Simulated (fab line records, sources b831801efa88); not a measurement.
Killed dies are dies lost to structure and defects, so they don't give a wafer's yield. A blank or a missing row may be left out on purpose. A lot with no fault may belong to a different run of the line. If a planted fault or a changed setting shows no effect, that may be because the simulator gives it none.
Which tool was responsible?    flow sfqLine    42 wafers from 14 lots sampled at 6 of the route's 325 steps

WHAT THE GAUGES READ, wafer by wafer
No reading from a measuring or inspecting step in the record can be judged against a usual standard deviation.

TOOL THAT RAN EACH LOT (tool first, then ch and the chambers of the sampled wafers, then the start)
lot   SFQ_TRILAYER_M2_BARC_OPEN_METAL_ETCH_077  SFQ_TRILAYER_M2_STRIP_STRIP_061   SFQ_TRILAYER_I3_VIA_BARC_OPEN_VIA_ETCH_121  SFQ_TRILAYER_I4_CMP_CMP_100    SFQ_TRILAYER_I4_METRO_MEASURE_101  SFQ_TRILAYER_I4_VIA_ETCH_VIA_ETCH_106
L640  rieMetal-03 ch 0, day 23 18:56            rieMetal-03 ch 0, day 23 19:29    rieDiel-02 ch 0,2,3, day 38 10:11           cmp-01 ch 1,2,3, day 45 02:14  filmMetro-01, day 45 05:34         rieDiel-02 ch 0,3, day 50 00:52
L641  rieMetal-03 ch 0,1, day 23 21:20          rieMetal-03 ch 0,1, day 23 21:43  rieDiel-04 ch 0,1,3, day 38 17:23           cmp-02 ch 0,1,3, day 45 12:44  filmMetro-03, day 45 16:15         rieDiel-01 ch 0,2,3, day 50 14:11
L642  rieMetal-04 ch 1, day 24 04:12            rieMetal-04 ch 1, day 24 04:34    rieDiel-02 ch 0,2,3, day 38 18:35           cmp-01 ch 0,1,3, day 45 14:44  filmMetro-01, day 45 17:22         rieDiel-02 ch 0,1,3, day 50 15:23
L643  rieMetal-04 ch 0,1, day 24 13:14          rieMetal-04 ch 0,1, day 24 13:25  rieDiel-03 ch 0,1,3, day 40 02:07           cmp-01 ch 0,1, day 46 21:44    filmMetro-01, day 47 00:22         rieDiel-02 ch 0,3, day 51 08:17
L645  rieMetal-04 ch 0,1, day 30 18:54          rieMetal-04 ch 0,1, day 30 19:05  rieDiel-02 ch 0,1,2, day 41 06:55           cmp-01 ch 0,1,2, day 47 03:14  filmMetro-01, day 47 06:34         rieDiel-02 ch 0,1, day 51 12:53
L646  rieMetal-03 ch 0,1, day 31 03:26          rieMetal-03 ch 0,1, day 31 03:37  rieDiel-03 ch 2,3, day 41 16:31             cmp-01 ch 0,1,3, day 47 07:14  filmMetro-01, day 47 09:22         rieDiel-04 ch 2,3, day 51 14:05
L647  rieMetal-03 ch 0,1, day 31 05:50          rieMetal-03 ch 0,1, day 31 06:01  rieDiel-04 ch 0,2, day 45 10:48             cmp-01 ch 0,2,3, day 47 09:44  filmMetro-03, day 47 12:22         rieDiel-01 ch 0,1,2, day 51 17:41
L648  rieMetal-04 ch 1, day 31 07:02            rieMetal-04 ch 1, day 31 07:13    rieDiel-02 ch 0,3, day 45 12:08             cmp-01 ch 0,2,3, day 47 13:14  filmMetro-03, day 47 15:34         rieDiel-04 ch 2,3, day 51 18:53
L650  rieMetal-03 ch 0,1, day 31 14:14          rieMetal-03 ch 0,1, day 31 14:25  rieDiel-04 ch 1,2,3, day 46 14:19           cmp-02 ch 1,3, day 48 07:14    filmMetro-01, day 48 09:51         rieDiel-01 ch 0,1,3, day 51 21:17
L654  rieMetal-04 ch 0,1, day 32 21:34          rieMetal-04 ch 0,1, day 32 21:44  rieDiel-02 ch 0,3, day 51 16:34             cmp-01 ch 0,1, day 56 11:32    filmMetro-01, day 56 14:21         rieDiel-01 ch 1,2, day 57 01:08
L658  rieMetal-03 ch 0,1, day 34 17:04          rieMetal-03 ch 0,1, day 34 17:15  rieDiel-03 ch 1,2, day 53 14:10             cmp-02 ch 0,1, day 59 00:58    filmMetro-01, day 59 04:05         rieDiel-04 ch 0,3, day 59 07:44
L659  rieMetal-03 ch 0,1, day 35 07:28          rieMetal-03 ch 0,1, day 35 07:39  rieDiel-04 ch 1,2,3, day 53 18:58           cmp-01 ch 1,2,3, day 59 08:16  filmMetro-03, day 59 10:53         rieDiel-04 ch 1,3, day 59 15:34
L660  rieMetal-03 ch 0,1, day 35 15:07          rieMetal-03 ch 0,1, day 35 15:18  rieDiel-02 ch 0,2, day 53 22:34             cmp-02 ch 1,2, day 59 11:20    filmMetro-01, day 59 14:27         rieDiel-01 ch 1,2, day 59 18:40
L663  rieMetal-04 ch 1, day 36 10:19            rieMetal-04 ch 1, day 36 10:30    rieDiel-03 ch 1,2, day 54 09:22             cmp-01 ch 0,1,2, day 59 22:46  filmMetro-03, day 60 02:05         rieDiel-02 ch 2,3, day 60 06:37
- SFQ_TRILAYER_M2_BARC_OPEN_METAL_ETCH_077: etches BARC in O2, target depth 125 nm, time 41.7 s.
- SFQ_TRILAYER_M2_STRIP_STRIP_061: strips in O2.
- SFQ_TRILAYER_I3_VIA_BARC_OPEN_VIA_ETCH_121: etches BARC in O2, target depth 125 nm, time 41.7 s.
- SFQ_TRILAYER_I4_CMP_CMP_100: polishes SiO2.
- SFQ_TRILAYER_I4_METRO_MEASURE_101
- SFQ_TRILAYER_I4_VIA_ETCH_VIA_ETCH_106: etches SiO2 in CHF3, stops on Nb, target depth 260 nm.

WHAT THE TOOLS THEMSELVES READ (means of the sampled wafers that have a number; where no wafer has one, the mark that the record gives instead)
SFQ_TRILAYER_M2_BARC_OPEN_METAL_ETCH_077. Usual: drypumpMotorCurrentA 5.4 A, standard deviation 0.32; oesProductAu 0.685 a.u., standard deviation 0.0048.
lot   tool         drypumpMotorCurrentA (A)  oesProductAu (a.u.)  flag
L640  rieMetal-03  5.1                       0.682                
L641  rieMetal-03  5.2                       0.691                
L642  rieMetal-04  5.9                       0.685                
L643  rieMetal-04  5.8                       0.687                
L645  rieMetal-04  5.8                       0.685                
L646  rieMetal-03  5.2                       0.685                
L647  rieMetal-03  5.2                       0.685                
L648  rieMetal-04  5.9                       0.686                
L650  rieMetal-03  5.2                       0.683                
L654  rieMetal-04  5.8                       0.679                
L658  rieMetal-03  5.1                       0.686                
L659  rieMetal-03  5.1                       0.687                
L660  rieMetal-03  5.2                       0.684                
L663  rieMetal-04  5.9                       0.684                

SFQ_TRILAYER_M2_STRIP_STRIP_061. Usual: drypumpMotorCurrentA 5.4 A, standard deviation 0.32; oesProductAu 0.999 a.u., standard deviation 0.01.
lot   tool         drypumpMotorCurrentA (A)  oesProductAu (a.u.)  flag
L640  rieMetal-03  5.1                       1.004                
L641  rieMetal-03  5.2                       1.003                
L642  rieMetal-04  5.9                       1.001                
L643  rieMetal-04  5.8                       1.004                
L645  rieMetal-04  5.8                       1.007                
L646  rieMetal-03  5.2                       0.991                
L647  rieMetal-03  5.2                       0.993                
L648  rieMetal-04  5.9                       1.000                
L650  rieMetal-03  5.2                       0.995                
L654  rieMetal-04  5.8                       1.007                
L658  rieMetal-03  5.2                       0.999                
L659  rieMetal-03  5.1                       0.996                
L660  rieMetal-03  5.2                       0.998                
L663  rieMetal-04  5.9                       0.995                

SFQ_TRILAYER_I3_VIA_BARC_OPEN_VIA_ETCH_121. Usual: drypumpMotorCurrentA 5.7 A, standard deviation 0.4; oesProductAu 0.684 a.u., standard deviation 0.0054.
lot   tool        drypumpMotorCurrentA (A)  oesProductAu (a.u.)  flag
L640  rieDiel-02  5.7                       0.684                
L641  rieDiel-04  6.0                       0.683                
L642  rieDiel-02  5.7                       0.691                
L643  rieDiel-03  5.4                       0.686                
L645  rieDiel-02  5.4                       0.683                
L646  rieDiel-03  5.9                       0.679                
L647  rieDiel-04  6.1                       0.684                
L648  rieDiel-02  5.6                       0.677                
L650  rieDiel-04  6.0                       0.685                
L654  rieDiel-02  5.7                       0.685                
L658  rieDiel-03  5.9                       0.686                
L659  rieDiel-04  6.0                       0.686                
L660  rieDiel-02  5.6                       0.682                
L663  rieDiel-03  6.0                       0.681                

SFQ_TRILAYER_I4_CMP_CMP_100. Usual: motorCurrentA 10.2 A, standard deviation 1.2; timeToEndpointS 215 s, standard deviation 8.1.
lot   tool    motorCurrentA (A)  timeToEndpointS (s)  flag
L640  cmp-01  10.3               214                  
L641  cmp-02  11.4               216                  
L642  cmp-01  9.7                208                  
L643  cmp-01  9.7                220                  
L645  cmp-01  9.5                216                  
L646  cmp-01  10.0               215                  
L647  cmp-01  9.9                228                  
L648  cmp-01  9.2                221                  
L650  cmp-02  12.5               208                  
L654  cmp-01  9.5                211                  
L658  cmp-02  12.1               220                  
L659  cmp-01  10.3               208                  
L660  cmp-02  11.7               223                  
L663  cmp-01  9.6                212                  

SFQ_TRILAYER_I4_METRO_MEASURE_101. Usual: 200.2 nm for thkNm, sd 1.2.
lot   tool          thkNm (nm)  flag
L640  filmMetro-01  201.2       
L641  filmMetro-03  199.3       
L642  filmMetro-01  199.7       
L643  filmMetro-01  200.5       
L645  filmMetro-01  199.4       
L646  filmMetro-01  200.7       
L647  filmMetro-03  186.1       OFF
L648  filmMetro-03  193.1       OFF
L650  filmMetro-01  198.9       
L654  filmMetro-01  200.9       
L658  filmMetro-01  201.2       
L659  filmMetro-03  200.2       
L660  filmMetro-01  200.3       
L663  filmMetro-03  201.2       

SFQ_TRILAYER_I4_VIA_ETCH_VIA_ETCH_106. Usual: drypumpMotorCurrentA 5.7 A, standard deviation 0.38; oesProductAu 0.855 a.u., standard deviation 0.0053.
lot   tool        drypumpMotorCurrentA (A)  oesProductAu (a.u.)  flag
L640  rieDiel-02  5.6                       0.853                
L641  rieDiel-01  5.5                       0.851                
L642  rieDiel-02  5.4                       0.850                
L643  rieDiel-02  5.7                       0.856                
L645  rieDiel-02  5.3                       0.858                
L646  rieDiel-04  6.1                       0.859                
L647  rieDiel-01  5.7                       0.820                OFF
L648  rieDiel-04  6.1                       0.841                
L650  rieDiel-01  5.4                       0.855                
L654  rieDiel-01  5.9                       0.861                
L658  rieDiel-04  6.2                       0.863                
L659  rieDiel-04  6.0                       0.855                
L660  rieDiel-01  5.9                       0.855                
L663  rieDiel-02  5.8                       0.853                

THE ANSWER, worked out from the rows above alone
Rule: take the mean of a lot's wafers that have a number; if it is more than 3 standard deviations from the usual mean, the lot is off. Also off: a lot with no number at a reading for which 4 or more lots have one. All remaining lots with rows at the step are treated as sound. First the gauges in route order, then the tools' own readings, where a lot's mean is used as printed above. At the first step where some lot is off, the reading lying furthest off is the one used; lots without a number count as furthest.
Off: L647, L648, at SFQ_TRILAYER_I4_METRO_MEASURE_101 (thkNm).
A tool fits if, at that step or a process step before it, it ran every lot that is off, and no sound lot after the first of them. None of those tried fits.

WHAT WAS PUT IN BY THE SIMULATOR
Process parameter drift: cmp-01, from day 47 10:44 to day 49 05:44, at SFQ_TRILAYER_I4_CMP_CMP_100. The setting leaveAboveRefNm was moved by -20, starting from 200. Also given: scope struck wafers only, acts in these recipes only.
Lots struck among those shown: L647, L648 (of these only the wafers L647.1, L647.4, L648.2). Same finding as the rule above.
